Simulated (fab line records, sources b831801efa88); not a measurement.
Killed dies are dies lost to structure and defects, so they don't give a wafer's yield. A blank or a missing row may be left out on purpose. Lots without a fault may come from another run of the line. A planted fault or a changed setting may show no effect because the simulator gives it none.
Which tool did it? | flow gf180mcu | 13 lots, 37 wafers sampled, at 6 steps of a route of 602

WHAT THE GAUGES READ, wafer by wafer
GF_DNWELL_TW_MEAS_09.
lot  | measured    | on            | DNWELL_TW
L238 | day 2 19:47 | film_metro-02 | 1351 1351 1357
L240 | day 3 04:49 | film_metro-02 | 1364 1368 1367
L241 | day 3 10:36 | film_metro-04 | 1383 1375 1381
L243 | day 3 21:04 | film_metro-02 | 1360 1362 1364
L245 | day 4 07:40 | film_metro-04 | 1361 1365 1367
L246 | day 4 12:43 | film_metro-02 | 1359 1363 1361
L247 | day 4 16:40 | film_metro-03 | 1339 1340 1339
L248 | day 5 00:07 | film_metro-03 | 1342 1335 1335
L250 | day 5 09:31 | film_metro-02 | 1360 1354
L253 | day 6 01:31 | film_metro-02 | 1355 1354
L258 | day 7 11:41 | film_metro-02 | 1352 1359 1350
L260 | day 7 18:51 | film_metro-02 | 1357 1352 1362
L261 | day 8 02:22 | film_metro-04 | 1367 1364 1373

GF_NWELL_OVL_MEAS_07.
lot  | measured    | on         | NWELL_OVL (nm)
L238 | day 3 08:28 | overlay-02 | -1.7 -0.6 -1.4
L240 | day 3 17:40 | overlay-01 | -0.7 -0.6 -1.2
L241 | day 3 23:18 | overlay-02 | -1.2 -0.7 -2.9
L243 | day 4 10:32 | overlay-01 | -0.8 0.1 -0.4
L245 | day 4 21:00 | overlay-01 | -2.8 -2.0 -1.7
L246 | day 5 02:23 | overlay-01 | -1.3 -1.4 -1.5
L247 | day 5 07:00 | overlay-02 | -0.4 -1.5 -3.5
L248 | day 5 14:24 | overlay-02 | -1.4 -1.4 -2.0
L250 | day 5 23:53 | overlay-01 | -2.4 -3.0
L253 | day 6 15:47 | overlay-01 | -1.5 -1.0
L258 | day 8 03:09 | overlay-01 | -0.1 -0.6 -0.5
L260 | day 8 10:48 | overlay-01 | 0.1 -2.2 0.4
L261 | day 8 18:43 | overlay-02 | -0.7 0.6 -0.2

GF_NWELL_TW_MEAS_11.
lot  | measured    | on            | NWELL_TW
L238 | day 3 08:54 | film_metro-04 | 1608 1604 1608
L240 | day 3 18:07 | film_metro-04 | 1607 1609 1612
L241 | day 3 23:44 | film_metro-01 | 1585 1583 1583
L243 | day 4 10:59 | film_metro-02 | 1576 1587 1590
L245 | day 4 21:26 | film_metro-02 | 1588 1586 1592
L246 | day 5 02:50 | film_metro-04 | 1598 1601 1603
L247 | day 5 07:26 | film_metro-01 | 1598 1600 1593
L248 | day 5 14:50 | film_metro-02 | 1583 1583 1585
L250 | day 6 00:19 | film_metro-02 | 1593 1466
L253 | day 6 16:18 | film_metro-04 | 1590 1475
L258 | day 8 03:35 | film_metro-04 | 1599 1593 1596
L260 | day 8 11:14 | film_metro-01 | 1597 1600 1589
L261 | day 8 19:09 | film_metro-02 | 1580 1584 1588

GF_VT_IMPLANT_RS_MEAS_47: measures by four-point-probe.
lot  | measured     | on            | NWELL_RS (ohm/sq)
L238 | day 7 13:33  | film_metro-01 | 488.3 487.7 487.7
L240 | day 8 01:32  | film_metro-01 | 489.6 488.3 487.4
L241 | day 8 08:38  | film_metro-04 | 487.9 487.2 486.7
L243 | day 8 21:49  | film_metro-01 | 488.4 489.7 487.6
L245 | day 9 10:11  | film_metro-01 | 486.5 485.5 486.4
L246 | day 9 17:13  | film_metro-04 | 487.3 486.9 487.0
L247 | day 9 21:59  | film_metro-02 | 487.6 487.5 486.0
L248 | day 10 08:58 | film_metro-04 | 485.5 488.5 487.8
L250 | day 10 19:19 | film_metro-02 | 487.3 566.7
L253 | day 11 17:28 | film_metro-02 | 485.4 565.7
L258 | day 13 13:47 | film_metro-01 | 485.6 488.3 488.2
L260 | day 13 22:38 | film_metro-01 | 487.4 488.0 489.6
L261 | day 14 07:06 | film_metro-04 | 486.3 487.7 486.3

WHICH TOOL RAN EACH LOT (tool, then ch and the chambers of the sampled wafers, then the start)
lot  | GF_NWELL_IMPLANT_08            | GF_MVSD_STRIP_10
L238 | implanter-03 ch 0, day 3 08:32 | plasma_asher-04 ch 0,1, day 4 11:46
L240 | implanter-02 ch 0, day 3 17:44 | plasma_asher-04 ch 0, day 4 20:59
L241 | implanter-03 ch 0, day 3 23:21 | plasma_asher-03 ch 0,1, day 5 03:41
L243 | implanter-04 ch 0, day 4 10:35 | plasma_asher-04 ch 0,1, day 5 15:05
L245 | implanter-02 ch 0, day 4 21:03 | plasma_asher-02 ch 0,1, day 6 02:05
L246 | implanter-04 ch 0, day 5 02:26 | plasma_asher-03 ch 0,1, day 6 09:02
L247 | implanter-03 ch 0, day 5 07:04 | plasma_asher-02 ch 0,1, day 6 12:47
L248 | implanter-04 ch 0, day 5 14:26 | plasma_asher-03 ch 0,1, day 6 20:47
L250 | implanter-03 ch 0, day 5 23:57 | plasma_asher-03 ch 0,1, day 7 06:10
L253 | implanter-03 ch 0, day 6 15:56 | plasma_asher-02 ch 0,1, day 7 23:58
L258 | implanter-02 ch 0, day 8 03:13 | plasma_asher-04 ch 0,1, day 9 13:38
L260 | implanter-02 ch 0, day 8 10:50 | plasma_asher-02 ch 0,1, day 9 22:20
L261 | implanter-02 ch 0, day 8 18:47 | plasma_asher-02 ch 0,1, day 10 06:16
- GF_NWELL_IMPLANT_08
- GF_MVSD_STRIP_10: strips in O2/N2.

WHAT THE TOOLS THEMSELVES READ (means of the sampled wafers that have a number; where no wafer has one, the mark that the record gives instead)
GF_NWELL_IMPLANT_08.
lot  | tool         | tilt_deg (degrees)
L238 | implanter-03 | -0.009
L240 | implanter-02 | -0.016
L241 | implanter-03 | -0.001
L243 | implanter-04 | 0.009
L245 | implanter-02 | 0.020
L246 | implanter-04 | 0.016
L247 | implanter-03 | 0.021
L248 | implanter-04 | 0.008
L250 | implanter-03 | -0.015
L253 | implanter-03 | 0.005
L258 | implanter-02 | -0.000
L260 | implanter-02 | 0.021
L261 | implanter-02 | -0.004

GF_MVSD_STRIP_10.
lot  | tool            | drypump_motor_current_A (A) | heater_power_w (W) | n2_flow_sccm (sccm) | o2_flow_sccm (sccm) | oes_product_au (a.u.) | strip_time_to_endpoint_s (s)
L238 | plasma_asher-04 | 6.0                         | 352                | 300.3               | 2996                | 0.722                 | 36.84
L240 | plasma_asher-04 | 5.5                         | 334                | 300.0               | 2993                | 0.723                 | 36.97
L241 | plasma_asher-03 | 5.7                         | 322                | 300.2               | 2995                | 0.721                 | 37.06
L243 | plasma_asher-04 | 6.0                         | 352                | 299.6               | 3000                | 0.722                 | 36.91
L245 | plasma_asher-02 | 6.4                         | 340                | 299.2               | 3009                | 0.726                 | 37.01
L246 | plasma_asher-03 | 6.0                         | 329                | 300.5               | 3006                | 0.721                 | 37.08
L247 | plasma_asher-02 | 6.4                         | 343                | 300.0               | 3012                | 0.721                 | 37.08
L248 | plasma_asher-03 | 6.1                         | 329                | 300.0               | 3005                | 0.724                 | 37.02
L250 | plasma_asher-03 | 5.8                         | 338                | 300.7               | 2993                | 0.722                 | 37.00
L253 | plasma_asher-02 | 6.5                         | 332                | 300.4               | 3008                | 0.718                 | 37.10
L258 | plasma_asher-04 | 5.7                         | 349                | 300.6               | 3001                | 0.727                 | 37.11
L260 | plasma_asher-02 | 6.6                         | 332                | 300.5               | 3010                | 0.724                 | 36.82
L261 | plasma_asher-02 | 6.5                         | 347                | 299.2               | 2999                | 0.725                 | 37.05

THE ANSWER, worked out from the rows above alone
Rule: what is usual is taken from the lots themselves. Put in order of their means at a reading, lots are off if they are a third of the lots or fewer, leave a main group of 4 or more, and stand apart from it by a gap of 3 or more times the standard deviation of the main group's means; of several such gaps the widest counts. A main group whose means are all the same, to the digits that the tables above print for the reading, isn't used. A lot without any number at a reading at which 4 lots or more have one is off too. The other lots that the step has rows for count as sound. The gauges are gone through in route order, then the tools' own readings, and for those a lot's mean is taken as printed above. The first step at which some lot is off is used, and at that step the reading that is off furthest; a lot without a number counts as furthest.
Off: L250, L253, at GF_NWELL_TW_MEAS_11 (NWELL_TW). The main group: mean 1594, standard deviation 9.
A tool fits if, at a process step before that reading, it ran every lot that is off, and no sound lot after the first of them. The gauges at GF_NWELL_TW_MEAS_11 are tried like those tools. One fits: implanter-03 at GF_NWELL_IMPLANT_08. Its last sound lot is L247 (day 5 07:04), its first lot that is off L250 (day 5 23:57): a fault that began between those two fits.

WHAT THE SIMULATOR HAD PUT IN
Process parameter drift: implanter-03, from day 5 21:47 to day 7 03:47, at GF_NWELL_IMPLANT_08. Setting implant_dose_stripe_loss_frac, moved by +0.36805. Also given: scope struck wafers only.
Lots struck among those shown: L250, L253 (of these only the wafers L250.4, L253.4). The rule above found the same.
